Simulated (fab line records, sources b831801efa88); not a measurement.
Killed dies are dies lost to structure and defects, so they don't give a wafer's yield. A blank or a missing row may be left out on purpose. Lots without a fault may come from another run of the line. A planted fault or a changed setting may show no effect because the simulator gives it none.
fab line records | flow sky130
record lots=13 wafers=39 last_day=49
route steps=708 shown SPACER@305 SD_N@349 LI_CONTACT@378
lots that met no fault: from a run of the same line without faults
start_h: hours from the record's first day to the start of the lot's first wafer shown | wait_h: hours since the lot's step before | " the same as in the row above | L1.1+2: a row that stands for several wafers | - no value, or no start given | * or withheld: withheld | < > ~ a bound
route shown NAME@n: a module of which the file shows steps, and the number in the route of the first | usual: mean/standard deviation of fault-free wafers | same: alike in all rows | chamber/n: place in a boat | sites: the reading at each site | _std_site: their standard deviation | _edge_site: outer sites' mean less inner sites' | radius_mm: how far each site lies from the wafer's centre | mask NAME#n: copy n | behind: the tool/chamber that last shaped the wafer | hold: why the lot was held/for how many hours/how that ended | device: the transistor (n, p or np) that didn't switch | end of line: the same wafers' tests at the end of the route | a step without rows: its recipe alone | killed: dies lost to structure and defects at the first sort, not the wafer's yield | map: a wafer's dies, x killed, . not, _ none there
set.NAME: the setting as run; set.NAME@STEP: as run at that earlier step | model.NAME: the simulator's own value behind a step, which no gauge read
steps of the route over a sample of lots; a table a step, a row a wafer
services: from which hour (start_h, from the record's first day; less than 0 if before it) a tool's chamber was out of use, for how many hours, and why
## steps
# step SKY_SPACER_THK_MEAS_01
# recipe reads=Si3N4_of_SPACER_CVD_00
# usual SPACER_CVD_00_THK=43.3/0.36
# columns lot.wafer tool chamber start_h wait_h SPACER_CVD_00_THK[nm]
L798.1 film_metro-01 - 530.58 0.0 43.3
L798.2 " - " " 43.6
L798.3 " - " " 43.5
L800.1 film_metro-01 - 556.02 0.0 43.6
L800.2 " - " " 43.4
L800.4 " - " " 43.7
L801.4 film_metro-02 - 560.14 0.0 43.7
L801.5 " - " " 42.9
L801.6 " - " " 43.2
L802.1 film_metro-03 - 571.02 0.0 43.1
L802.2 " - " " 43.1
L802.4 " - " " 43.0
L803.2 film_metro-02 - 582.08 0.0 43.6
L803.4 " - " " 43.8
L803.6 " - " " 43.3
L804.1 film_metro-01 - 584.46 0.0 43.1
L804.3 " - " " 42.5
L804.4 " - " " 43.0
L805.2 film_metro-02 - 597.73 0.0 43.5
L805.5 " - " " 43.4
L805.6 " - " " 43.6
L806.2 film_metro-02 - 611.37 0.0 43.7
L806.3 " - " " 43.9
L806.6 " - " " 44.1
L807.1 film_metro-01 - 612.57 0.0 43.6
L807.4 " - " " 43.8
L807.5 " - " " 43.5
L808.1 film_metro-02 - 620.83 0.0 43.0
L808.4 " - " " 43.0
L808.6 " - " " 43.1
L809.1 film_metro-03 - 632.42 0.0 43.5
L809.3 " - " " 43.4
L809.6 " - " " 43.2
L817.2 film_metro-01 - 687.73 0.0 43.2
L817.3 " - " " 43.1
L817.5 " - " " 43.2
L818.1 film_metro-02 - 696.04 0.0 42.9
L818.2 " - " " 43.2
L818.6 " - " " 43.0
# step SKY_SD_N_CD_MEAS_07
# recipe target_cd_nm=380
# usual cd_nm=380.8/2.3
# columns lot.wafer tool chamber start_h wait_h cd_nm
L798.1 cd_sem-01 - 647.52 0.1 382.1
L798.2 " - " " 381.6
L798.3 " - " " 381.5
L800.1 cd_sem-02 - 674.65 0.1 378.7
L800.2 " - " " 379.7
L800.4 " - " " 378.6
L801.4 cd_sem-02 - 677.38 0.1 382.9
L801.5 " - " " 385.4
L801.6 " - " " 380.8
L802.1 cd_sem-01 - 687.22 0.1 381.1
L802.2 " - " " 381.9
L802.4 " - " " 378.5
L803.2 cd_sem-02 - 698.12 0.1 380.8
L803.4 " - " " 383.2
L803.6 " - " " 383.0
L804.1 cd_sem-01 - 700.66 0.1 379.5
L804.3 " - " " 379.4
L804.4 " - " " 379.8
L805.2 cd_sem-01 - 712.94 0.1 383.6
L805.5 " - " " 384.1
L805.6 " - " " 382.7
L806.2 cd_sem-02 - 725.03 0.1 381.1
L806.3 " - " " 381.0
L806.6 " - " " 381.6
L807.1 cd_sem-02 - 726.20 0.1 381.1
L807.4 " - " " 382.8
L807.5 " - " " 380.7
L808.1 cd_sem-02 - 735.15 0.1 380.8
L808.4 " - " " 380.5
L808.6 " - " " 379.1
L809.1 cd_sem-02 - 745.01 0.1 378.9
L809.3 " - " " 378.4
L809.6 " - " " 376.7
L817.2 cd_sem-01 - 797.24 0.1 375.8
L817.3 " - " " 375.1
L817.5 " - " " 377.8
L818.1 cd_sem-01 - 804.27 0.1 376.8
L818.2 " - " " 378.2
L818.6 " - " " 377.3
# step SKY_SD_N_RTA_14
# recipe temp_c=1075 time_s=2 idle_temp_c=650 ramp_up_c_per_s=150 ramp_down_c_per_s=90 ambient=N2
# usual lamp_power_pct=15.74/0.054 wafer_temp_C_max=1078.1/1.3
# columns lot.wafer tool chamber start_h wait_h lamp_power_pct wafer_temp_C_max
L798.1 rtp_anneal-01 0 648.19 0.0 15.79 1076.7
L798.2 " 0 " " 15.72 1077.9
L798.3 " 0 " " 15.76 1077.6
L800.1 rtp_anneal-01 0 675.32 0.0 15.75 1077.8
L800.2 " 0 " " 15.72 1077.4
L800.4 " 0 " " 15.76 1079.8
L801.4 rtp_anneal-02 0 678.01 0.0 15.71 1077.1
L801.5 " 0 " " 15.78 1077.9
L801.6 " 0 " " 15.73 1078.2
L802.1 rtp_anneal-01 0 687.89 0.0 15.85 1077.8
L802.2 " 0 " " 15.82 1077.2
L802.4 " 0 " " 15.74 1078.7
L803.2 rtp_anneal-02 0 698.78 0.0 15.70 1079.1
L803.4 " 0 " " 15.91 1078.2
L803.6 " 0 " " 15.76 1074.7
L804.1 rtp_anneal-01 0 701.33 0.0 15.77 1078.5
L804.3 " 0 " " 15.73 1078.6
L804.4 " 0 " " 15.68 1077.3
L805.2 rtp_anneal-02 0 713.60 0.0 15.75 1077.0
L805.5 " 0 " " 15.72 1078.5
L805.6 " 0 " " 15.87 1078.9
L806.2 rtp_anneal-01 0 725.69 0.0 15.78 1076.8
L806.3 " 0 " " 15.83 1076.6
L806.6 " 0 " " 15.69 1077.4
L807.1 rtp_anneal-02 0 726.88 0.0 15.71 1077.7
L807.4 " 0 " " 15.66 1078.7
L807.5 " 0 " " 15.73 1079.4
L808.1 rtp_anneal-01 0 735.82 0.0 15.70 1080.0
L808.4 " 0 " " 15.64 1079.4
L808.6 " 0 " " 15.83 1079.4
L808.1 rtp_anneal-01 0 736.04 0.2 15.64 1077.5
L808.4 " 0 " " 15.64 1075.7
L808.6 " 0 " " 15.73 1078.9
L809.1 rtp_anneal-02 0 745.68 0.0 15.76 1079.6
L809.3 " 0 " " 15.79 1077.6
L809.6 " 0 " " 15.80 1079.2
L809.1 rtp_anneal-02 0 745.90 0.2 15.75 1078.9
L809.3 " 0 " " 15.69 1075.9
L809.6 " 0 " " 15.74 1076.1
L817.2 rtp_anneal-01 0 797.90 0.0 15.80 1078.5
L817.3 " 0 " " 15.75 1073.6
L817.5 " 0 " " 15.82 1077.5
L817.2 rtp_anneal-01 0 798.12 0.2 15.70 1079.2
L817.3 " 0 " " 15.74 1078.8
L817.5 " 0 " " 15.79 1079.5
L818.1 rtp_anneal-02 0 804.93 0.0 15.74 1077.3
L818.2 " 0 " " 15.69 1076.8
L818.6 " 0 " " 15.85 1078.0
# step SKY_LI_CONTACT_STRIP_16
# recipe chemistry=O2/N2 power_w=1400 pressure_mtorr=1500 platen_temp_c=withheld o2_flow_sccm=3000 n2_flow_sccm=300 overash_fraction=0.5
# usual drypump_motor_current_A=5.6/0.48 oes_product_au=0.376/0.0046 strip_time_to_endpoint_s=3.513/0.026
# columns lot.wafer tool chamber start_h wait_h drypump_motor_current_A oes_product_au rf_hours_counter_h strip_time_to_endpoint_s
L798.1 plasma_asher-02 1 677.30 - 6.0 0.376 101 3.494
L798.2 " 0 " " 5.4 0.377 101 3.531
L798.3 " 1 " " 6.1 0.376 - 3.509
L800.1 plasma_asher-04 0 704.80 - 5.1 0.375 84 3.549
L800.2 " 1 " " 5.6 0.377 84 3.525
L800.4 " 1 " " 5.6 0.370 - 3.532
L801.4 plasma_asher-01 0 707.83 - 5.3 0.374 - 3.544
L801.5 " 0 " " 5.3 0.371 - 3.497
L801.6 " 1 " " 6.5 0.374 - 3.485
L802.1 plasma_asher-04 1 717.15 - 5.7 0.381 86 3.525
L802.2 " 0 " " 5.1 0.372 86 3.580
L802.4 " 1 " " 5.7 0.374 - 3.502
L803.2 plasma_asher-04 0 727.80 - 5.0 0.380 87 3.512
L803.4 " 1 " " 5.7 0.378 - 3.500
L803.6 " 0 " " 5.0 0.379 - 3.526
L804.1 plasma_asher-04 1 730.55 - 5.7 0.375 87 3.471
L804.3 " 1 " " 5.6 0.374 - 3.491
L804.4 " 0 " " 5.0 0.371 - 3.460
L805.2 plasma_asher-01 1 741.90 - 6.5 0.384 61 3.491
L805.5 " 0 " " 5.3 0.377 - 3.514
L805.6 " 1 " " 6.5 0.373 - 3.498
L806.2 plasma_asher-01 1 754.45 - 6.5 0.376 62 3.540
L806.3 " 0 " " 5.3 0.381 - 3.563
L806.6 " 1 " " 6.5 0.383 - 3.510
L807.1 plasma_asher-04 1 755.45 - 5.7 0.372 90 3.515
L807.4 " 1 " " 5.7 0.371 - 3.517
L807.5 " 0 " " 5.1 0.375 - 3.459
L808.1 plasma_asher-04 1 764.60 - 5.7 0.369 91 3.504
L808.4 " 1 " " 5.7 0.372 - 3.523
L808.6 " 1 " " 5.6 0.381 - 3.516
L809.1 plasma_asher-02 0 774.05 - 5.4 0.376 3 3.492
L809.3 " 1 " " 6.1 0.384 - 3.519
L809.6 " 0 " " 5.4 0.370 - 3.475
L817.2 plasma_asher-04 0 825.35 - 5.0 0.378 97 3.513
L817.3 " 0 " " 5.0 0.380 - 3.491
L817.5 " 0 " " 5.0 0.374 - 3.485
L818.1 plasma_asher-02 0 832.10 - 5.4 0.381 9 3.551
L818.2 " 1 " " 6.0 0.379 9 3.489
L818.6 " 1 " " 6.0 0.380 - 3.501
## services
# columns tool chamber start_h hours kind
plasma_asher-01 - 690.99 0.4 repair
rtp_anneal-02 - 733.38 6.0 pm
plasma_asher-02 - 733.75 9.0 pm
plasma_asher-02 0 733.75 9.0 vent_cycle
plasma_asher-02 1 733.75 9.0 vent_cycle
plasma_asher-02 0 742.75 - clean
plasma_asher-02 1 742.75 - clean
rtp_anneal-01 - 747.38 6.6 pm
plasma_asher-04 - 774.01 2.8 pm
plasma_asher-01 - 785.34 11.6 repair
plasma_asher-01 - 829.82 3.3 repair
## key
first_sign step=SKY_SD_N_RTA_14 reading=visit direction=added
effect none on later readings
met_at SKY_SD_N_RTA_14
struck_lots L808,L809,L817
tester_left_out L808,L809,L817
not_acting_at SKY_SPACER_THK_MEAS_01,SKY_SD_N_CD_MEAS_07,SKY_LI_CONTACT_STRIP_16
fault kind=repeated_step_whole tool=rtp_anneal-01,rtp_anneal-02 chamber=- onset_h=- steps=SKY_SD_N_RTA_14 times=1 scope=struck_lots_only
# tester_left_out: of these lots the tester's yield and bins aren't shown, on N5 and GAA mostly nor the transistor test; their killed dies are dies lost to structure and defects alone, not to doping, threshold or leakage, so they don't give the yield
